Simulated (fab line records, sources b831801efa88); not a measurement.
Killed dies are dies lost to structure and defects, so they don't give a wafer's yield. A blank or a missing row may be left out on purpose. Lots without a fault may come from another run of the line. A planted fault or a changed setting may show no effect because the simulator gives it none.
fab line records | flow sky130
record lots=11 wafers=33 last_day=50
route steps=708 shown VT_ADJUST_HVTP@89 VT_ADJUST_LVTN@107 LOCAL_INTERCONNECT@398 CONTACT@424 PAD_OPEN@708
lots that met no fault: from a run of the same line without faults
start_h: hours from the record's first day to the start of the lot's first wafer shown | wait_h: hours since the lot's step before | " the same as in the row above | L1.1+2: a row that stands for several wafers | - no value, or no start given | * or withheld: withheld | < > ~ a bound
route shown NAME@n: a module of which the file shows steps, and the number in the route of the first | usual: mean/standard deviation of fault-free wafers | same: alike in all rows | chamber/n: place in a boat | sites: the reading at each site | _std_site: their standard deviation | _edge_site: outer sites' mean less inner sites' | radius_mm: how far each site lies from the wafer's centre | mask NAME#n: copy n | behind: the tool/chamber that last shaped the wafer | hold: why the lot was held/for how many hours/how that ended | device: the transistor (n, p or np) that didn't switch | end of line: the same wafers' tests at the end of the route | a step without rows: its recipe alone | killed: dies lost to structure and defects at the first sort, not the wafer's yield | map: a wafer's dies, x killed, . not, _ none there
set.NAME: the setting as run; set.NAME@STEP: as run at that earlier step | model.NAME: the simulator's own value behind a step, which no gauge read
steps of the route over a sample of lots; a table a step, a row a wafer
services: from which hour (start_h, from the record's first day; less than 0 if before it) a tool's chamber was out of use, for how many hours, and why
## steps
# step SKY_VT_ADJUST_HVTP_EXPOSE_04
# recipe mask_id=HVTPM na=0.6 source_shape=conventional sigma_outer=0.6 polarization=unpolarized target_cd_nm=380 dose_mj=140
# columns lot.wafer tool chamber start_h wait_h mask
L968.3+4+5 iline_stepper-01 0 131.90 - HVTPM#0
L970.1+4+6 iline_stepper-02 0 145.09 - HVTPM#0
L972.1+2+3 iline_stepper-01 0 159.81 - HVTPM#0
L973.1+2+3 iline_stepper-02 0 163.92 - NWM_COMPLEMENT_LESS_NATIVE#0
L982.1+4+5 iline_stepper-01 0 216.91 - HVTPM#0
L983.1+5+6 iline_stepper-02 0 223.61 - HVTPM#0
L984.2+3+5 iline_stepper-01 0 229.79 - HVTPM#0
L985.3+5+6 iline_stepper-01 0 236.08 - HVTPM#0
L986.1+2+6 iline_stepper-02 0 245.46 - HVTPM#0
L987.1+3+5 iline_stepper-01 0 256.31 - HVTPM#0
L988.2+3+5 iline_stepper-02 0 264.59 - HVTPM#0
# step SKY_VT_ADJUST_HVTP_CD_MEAS_07
# recipe target_cd_nm=380
# usual cd_nm=380/3.1
# columns lot.wafer tool chamber start_h wait_h cd_nm
L968.3 cd_sem-02 - 140.57 0.1 376
L968.4 " - " " 379
L968.5 " - " " 381
L970.1 cd_sem-02 - 154.99 0.1 380
L970.4 " - " " 380
L970.6 " - " " 379
L972.1 cd_sem-01 - 169.09 0.1 376
L972.2 " - " " 375
L972.3 " - " " 374
L973.1 cd_sem-01 - 174.28 0.1 -
L973.2 " - " " -
L973.3 " - " " -
L982.1 cd_sem-01 - 228.43 0.1 379
L982.4 " - " " 379
L982.5 " - " " 375
L983.1 cd_sem-01 - 234.31 0.1 379
L983.5 " - " " 378
L983.6 " - " " 375
L984.2 cd_sem-01 - 241.56 0.1 386
L984.3 " - " " 384
L984.5 " - " " 383
L985.3 cd_sem-01 - 247.27 0.1 376
L985.5 " - " " 372
L985.6 " - " " 375
L986.1 cd_sem-01 - 256.81 0.1 383
L986.2 " - " " 381
L986.6 " - " " 381
L987.1 cd_sem-02 - 267.89 0.1 382
L987.3 " - " " 381
L987.5 " - " " 381
L988.2 cd_sem-02 - 275.80 0.1 384
L988.3 " - " " 383
L988.5 " - " " 386
# step SKY_VT_ADJUST_HVTP_TW_MEAS_11
# usual VT_ADJUST_HVTP_TW=1362/15
# columns lot.wafer tool chamber start_h wait_h VT_ADJUST_HVTP_TW
L968.3 film_metro-03 - 140.96 0.1 1335
L968.4 " - " " 1336
L968.5 " - " " 1340
L970.1 film_metro-01 - 155.40 0.1 1372
L970.4 " - " " 1366
L970.6 " - " " 1365
L972.1 film_metro-03 - 169.50 0.1 1346
L972.2 " - " " 1340
L972.3 " - " " 1342
L973.1 film_metro-01 - 174.69 0.1 30
L973.2 " - " " 30
L973.3 " - " " 30
L982.1 film_metro-04 - 228.84 0.1 1346
L982.4 " - " " 1355
L982.5 " - " " 1355
L983.1 film_metro-03 - 234.72 0.1 1348
L983.5 " - " " 1348
L983.6 " - " " 1346
L984.2 film_metro-04 - 241.96 0.1 1351
L984.3 " - " " 1363
L984.5 " - " " 1359
L985.3 film_metro-01 - 247.66 0.1 1374
L985.5 " - " " 1374
L985.6 " - " " 1372
L986.1 film_metro-01 - 257.22 0.1 1374
L986.2 " - " " 1376
L986.6 " - " " 1378
L987.1 film_metro-01 - 268.30 0.1 1357
L987.3 " - " " 1374
L987.5 " - " " 1376
L988.2 film_metro-01 - 276.20 0.1 1376
L988.3 " - " " 1365
L988.5 " - " " 1360
# step SKY_VT_ADJUST_LVTN_TW_MEAS_10
# usual VT_ADJUST_LVTN_TW=242.0/2
# columns lot.wafer tool chamber start_h wait_h VT_ADJUST_LVTN_TW
L968.3 film_metro-02 - 160.47 0.1 238.6
L968.4 " - " " 238.7
L968.5 " - " " 238.7
L970.1 film_metro-04 - 175.06 0.1 240.8
L970.4 " - " " 240.9
L970.6 " - " " 239.9
L972.1 film_metro-01 - 191.23 0.1 245.3
L972.2 " - " " 245.7
L972.3 " - " " 246.3
L973.1 film_metro-02 - 196.48 0.1 1361.4
L973.2 " - " " 1358.2
L973.3 " - " " 1355.0
L982.1 film_metro-02 - 251.95 0.1 242.2
L982.4 " - " " 241.4
L982.5 " - " " 240.8
L983.1 film_metro-01 - 258.41 0.1 244.2
L983.5 " - " " 245.9
L983.6 " - " " 244.7
L984.2 film_metro-01 - 265.61 0.1 245.6
L984.3 " - " " 243.5
L984.5 " - " " 243.8
L985.3 film_metro-04 - 270.75 0.1 241.2
L985.5 " - " " 240.9
L985.6 " - " " 241.2
L986.1 film_metro-02 - 281.30 0.1 239.9
L986.2 " - " " 240.9
L986.6 " - " " 239.3
L987.1 film_metro-04 - 293.56 0.1 241.6
L987.3 " - " " 241.9
L987.5 " - " " 241.6
L988.2 film_metro-02 - 301.66 0.1 239.9
L988.3 " - " " 240.3
L988.5 " - " " 241.2
# step SKY_LOCAL_INTERCONNECT_CD_MEAS_11
# recipe target_cd_nm=170
# usual cd_nm=169.3/1.8
# columns lot.wafer tool chamber start_h wait_h cd_nm
L968.3 cd_sem-01 - 734.13 - 165.4
L968.4 " - " " 168.7
L968.5 " - " " 167.0
L970.1 cd_sem-02 - 753.36 - 169.1
L970.4 " - " " 170.0
L970.6 " - " " 168.6
L972.1 cd_sem-01 - 769.99 - 171.9
L972.2 " - " " 171.5
L972.3 " - " " 172.0
L973.1 cd_sem-01 - 777.88 - 168.4
L973.2 " - " " 170.1
L973.3 " - " " 168.7
L982.1 cd_sem-01 - 837.43 - 166.5
L982.4 " - " " 166.7
L982.5 " - " " 166.9
L983.1 cd_sem-02 - 848.28 - 169.4
L983.5 " - " " 168.8
L983.6 " - " " 168.5
L984.2 cd_sem-02 - 853.05 - 169.5
L984.3 " - " " 170.1
L984.5 " - " " 169.4
L985.3 cd_sem-01 - 862.35 - 167.9
L985.5 " - " " 166.2
L985.6 " - " " 168.7
L986.1 cd_sem-02 - 871.10 - 168.8
L986.2 " - " " 167.9
L986.6 " - " " 166.7
L987.1 cd_sem-02 - 882.29 - 169.0
L987.3 " - " " 168.6
L987.5 " - " " 167.2
L988.2 cd_sem-01 - 889.21 - 170.1
L988.3 " - " " 171.0
L988.5 " - " " 169.5
# step SKY_CONTACT_ETCH_18
# recipe target=Si3N4 chemistry=CHF3/O2 stop_on=TiN source_w=600 bias_w=200 pressure_mtorr=40 chf3_flow_sccm=50 O2_flow_sccm=5 time_s=39 target_depth_a=750
# usual drypump_motor_current_A=5.6/0.4 oes_product_au=0.854/0.0085 throttle_valve_pct=8.793/0.009
# columns lot.wafer tool chamber start_h wait_h drypump_motor_current_A oes_product_au rf_hours_counter_h throttle_valve_pct
L968.3 rie_diel-03 1 - - 5.6 0.853 3 8.803
L968.4 " 2 " " 5.9 0.865 1 8.801
L968.5 " 2 " " 5.9 0.854 - 8.787
L970.1 rie_diel-03 3 - - 5.4 0.853 5 8.785
L970.4 " 1 " " 5.6 0.854 - 8.812
L970.6 " 2 " " 6.0 0.863 - 8.800
L972.1 rie_diel-01 0 - - 6.2 0.852 2 8.799
L972.2 " 1 " " 5.7 0.861 12 8.798
L972.3 " 2 " " 5.4 0.853 11 8.777
L973.1 rie_diel-01 1 - - 5.7 0.860 12 8.783
L973.2 " 2 " " 5.4 0.847 12 8.785
L973.3 " 3 " " 5.8 0.860 14 8.786
L982.1 rie_diel-03 1 - - 5.6 0.842 7 8.798
L982.4 " 0 " " 6.2 0.860 2 8.803
L982.5 " 2 " " 5.9 0.851 - 8.794
L983.1 rie_diel-04 1 - - 4.9 0.843 14 8.787
L983.5 " 1 " " 4.9 0.867 - 8.784
L983.6 " 3 " " 5.3 0.853 - 8.775
L984.2 rie_diel-01 1 - - 5.7 0.841 15 8.789
L984.3 " 3 " " 5.9 0.853 16 8.787
L984.5 " 1 " " 5.7 0.848 - 8.788
L985.3 rie_diel-04 0 - - 6.0 0.848 0 8.797
L985.5 " 3 " " 5.3 0.855 - 8.795
L985.6 " 0 " " 6.0 0.843 - 8.787
L986.1 rie_diel-03 3 - - 5.4 0.847 10 8.791
L986.2 " 2 " " 5.9 0.857 6 8.800
L986.6 " 0 " " 6.2 0.860 - 8.792
L987.1 rie_diel-03 0 - - 6.2 0.852 4 8.800
L987.3 " 3 " " 5.4 0.841 10 8.783
L987.5 " 0 " " 6.2 0.856 - 8.782
L988.2 rie_diel-01 0 - - 6.2 0.847 6 8.778
L988.3 " 1 " " 5.7 0.847 16 8.806
L988.5 " 1 " " 5.7 0.860 - 8.813
# step SKY_CONTACT_SPUTTER_23
# recipe material=TiN target_thk_nm=20 chamber_pressure_pa=5 power_w=4000 time_s=80
# usual throttle_valve_pct=29.9/1.2
# columns lot.wafer tool chamber start_h wait_h throttle_valve_pct
L968.3 pvd_sputter-03 - 763.48 0.0 32.7
L968.4 " - " " 31.5
L968.5 " - " " 29.8
L970.1 pvd_sputter-02 - 782.30 0.0 31.0
L970.4 " - " " 29.3
L970.6 " - " " 29.3
L972.1 pvd_sputter-01 - 798.69 0.0 29.0
L972.2 " - " " 30.0
L972.3 " - " " 29.4
L973.1 pvd_sputter-02 - 806.00 0.0 31.2
L973.2 " - " " 27.4
L973.3 " - " " 29.3
L982.1 pvd_sputter-01 - 865.86 0.0 29.9
L982.4 " - " " 29.1
L982.5 " - " " 29.5
L983.1 pvd_sputter-03 - 876.24 0.0 32.4
L983.5 " - " " 29.7
L983.6 " - " " 31.2
L984.2 pvd_sputter-03 - 882.18 0.0 29.4
L984.3 " - " " 32.5
L984.5 " - " " 32.2
L985.3 pvd_sputter-03 - 891.03 0.0 31.1
L985.5 " - " " 31.3
L985.6 " - " " 32.7
L986.1 pvd_sputter-01 - 898.60 0.0 29.5
L986.2 " - " " 28.9
L986.6 " - " " 28.9
L987.1 pvd_sputter-02 - 912.00 0.0 29.5
L987.3 " - " " 30.9
L987.5 " - " " 29.5
L988.2 pvd_sputter-02 - 916.77 0.0 29.2
L988.3 " - " " 30.0
L988.5 " - " " 27.3
# step SKY_PAD_OPEN_PROBE_99
# usual killed_at_M0_to_M3=42/7 killed_at_M4_up=2.8/1.8 killed_at_contacts=24/5.8 killed_at_front_end=15/4.8 killed_at_other=0.3/0.56 killed_dies=84/11 killed_on_rim=17/4.2 killed_open=46/7.8 killed_short=38/6.3
# same gross_dies=492 killed_at_back_side=0
# columns lot.wafer tool chamber start_h wait_h killed_at_M0_to_M3 killed_at_M4_up killed_at_contacts killed_at_front_end killed_at_other killed_dies killed_on_rim killed_open killed_short
L973.1 prober-01 - 1127.05 0.1 44 2 18 427 1 492 96 48 30
L973.2 prober-01 - 1127.10 0.1 47 1 22 421 1 492 96 43 33
L973.3 prober-01 - 1127.15 0.2 54 3 23 410 2 492 96 60 39
# killed by level:class
L973.1 VT_ADJUST_HVTP:area_expose=413 VIA1:geometric_particle:open=14 LI_CONTACT:geometric_particle:open=6 VIA2:geometric_particle:open=6 VIA3:geometric_particle:open=6 CONTACT:geometric_particle:open=5 METAL2:geometric_particle:short=5 FIELD_ISO:geometric_particle:open=4
L973.2 VT_ADJUST_HVTP:area_expose=415 VIA1:geometric_particle:open=11 VIA3:geometric_particle:open=9 LI_CONTACT:geometric_particle:open=7 CONTACT:geometric_particle:open=6 METAL2:geometric_particle:short=6 LI_CONTACT:geometric_particle:short=5 VIA1:geometric_particle:short=5
L973.3 VT_ADJUST_HVTP:area_expose=392 VIA1:geometric_particle:open=14 CONTACT:geometric_particle:open=11 VIA3:geometric_particle:open=9 METAL1:geometric_particle:short=7 VIA1:geometric_particle:short=7 LI_CONTACT:geometric_particle:open=6 FIELD_ISO:geometric_particle:open=5
## services
# columns tool chamber start_h hours kind
rie_diel-03 3 144.65 8.1 repair
iline_stepper-02 - 169.60 1.7 pm
iline_stepper-01 - 232.14 2.1 pm
iline_stepper-01 - 242.16 1.7 pm
iline_stepper-02 - 274.24 5.5 repair
iline_stepper-02 - 314.76 1.2 repair
rie_diel-03 0 325.07 8.9 repair
rie_diel-03 3 327.20 14.4 repair
iline_stepper-02 - 380.07 7.4 repair
iline_stepper-02 - 387.78 1.7 pm
rie_diel-03 3 412.31 2.5 repair
iline_stepper-01 - 422.24 1.3 repair
rie_diel-03 3 434.26 3.8 repair
rie_diel-03 1 445.69 9.5 repair
iline_stepper-01 - 460.37 1.7 pm
rie_diel-03 1 484.24 2.5 repair
iline_stepper-02 - 489.62 5.7 repair
rie_diel-03 2 602.08 4.1 repair
iline_stepper-02 - 604.39 2.6 repair
iline_stepper-02 - 606.95 1.7 pm
iline_stepper-01 - 667.98 2.5 repair
iline_stepper-01 - 678.52 1.7 pm
iline_stepper-01 - 727.77 7.8 repair
iline_stepper-01 - 896.70 1.7 pm
## key
first_sign step=SKY_VT_ADJUST_HVTP_EXPOSE_04 reading=mask direction=changed
effect step=SKY_VT_ADJUST_HVTP_CD_MEAS_07 reading=cd_nm direction=missing
effect step=SKY_VT_ADJUST_HVTP_TW_MEAS_11 reading=VT_ADJUST_HVTP_TW direction=down sigmas=88 usual=1362 struck=30
effect step=SKY_VT_ADJUST_LVTN_TW_MEAS_10 reading=VT_ADJUST_LVTN_TW direction=up sigmas=99+ usual=242.0 struck=1358.2
effect step=SKY_PAD_OPEN_PROBE_99 reading=killed_at_front_end direction=up sigmas=84 usual=15 struck=419
more_kills_born_at SKY_VT_ADJUST_HVTP_EXPOSE_04@iline_stepper-02=1220
met_at SKY_VT_ADJUST_HVTP_EXPOSE_04
struck_lots L973
tester_left_out L973
not_acting_at SKY_LOCAL_INTERCONNECT_CD_MEAS_11,SKY_CONTACT_ETCH_18,SKY_CONTACT_SPUTTER_23
onset_between 145.09 163.92
fault kind=wrong_mask tool=any chamber=- onset_h=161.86 steps=SKY_VT_ADJUST_HVTP_EXPOSE_04 aux_copy=NWM_COMPLEMENT_LESS_NATIVE#0 scope=struck_lots_only
# tester_left_out: of these lots the tester's yield and bins aren't shown, on N5 and GAA mostly nor the transistor test; their killed dies are dies lost to structure and defects alone, not to doping, threshold or leakage, so they don't give the yield
